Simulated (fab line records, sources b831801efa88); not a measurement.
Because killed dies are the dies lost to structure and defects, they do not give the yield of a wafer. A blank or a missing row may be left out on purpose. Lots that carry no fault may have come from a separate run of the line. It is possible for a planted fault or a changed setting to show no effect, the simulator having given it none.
Chamber matching ; flow sky130 ; SKY_CAPM_CVD_00 on pecvd-01: 3 sister chambers
The step deposits SiO2, target thk 15.5 nm. 22 wafers are shown with their chamber, then 11 later ones without.

== WAFERS WITH THEIR CHAMBER ==
wafer;chamber;heaterPowerW (W)
L075.3;0;724
L075.4;1;595
L075.5;0;724
L076.1;0;876
L076.2;1;627
L076.3;2;668
L076.4;1;648
L076.5;0;889
L076.6;2;676
L080.1;1;668
L080.2;0;861
L080.5;0;865
L081.1;1;675
L081.3;2;582
L081.4;2;586
L084.1;2;561
L084.3;2;551
L084.4;0;827
L086.1;0;815
L086.3;2;620
L086.4;0;810
L094.1;0;886

SIGNATURES (averages over the wafers above)
reading;chamber 0;chamber 1;chamber 2;scatter within a chamber
heaterPowerW;827.70;642.60;606.29;52.9
Rule: for each reading, subtract the chamber's mean from the wafer's reading, divide by that reading's scatter and square the result; add these up over the readings and take the root, which gives the wafer's distance from the chamber. If the next closest chamber is less than 2 further off than the closest, the wafer can't be placed; otherwise it belongs to the closest. The scatter: take each reading less its chamber's mean, square it, sum over the shown wafers, divide by the number of wafers less the number of chambers, and take the root.

== WAFERS WITHOUT THEIR CHAMBER ==
wafer;heaterPowerW (W)
L094.2;642
L094.5;638
L095.1;581
L095.2;914
L095.5;586
L095.3;574
L095.4;741
L095.6;733
L096.3;778
L096.4;662
L096.5;650

== WHICH CHAMBER EACH WENT THROUGH ==
wafer;from the rows above;in truth
L094.2;can't be placed: 1 or 2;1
L094.5;can't be placed: 1 or 2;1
L095.1;can't be placed: 2 or 1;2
L095.2;0;0
L095.5;can't be placed: 2 or 1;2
L095.3;can't be placed: 2 or 1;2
L095.4;can't be placed: 0 or 1 or 2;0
L095.6;can't be placed: 1 or 0 or 2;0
L096.3;can't be placed: 0 or 1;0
L096.4;can't be placed: 1 or 2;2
L096.5;can't be placed: 1 or 2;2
Correct placement for 1 of the 11. These rows do not allow placing 10 (true chamber among the candidates in 10). Number placed wrongly: 0.
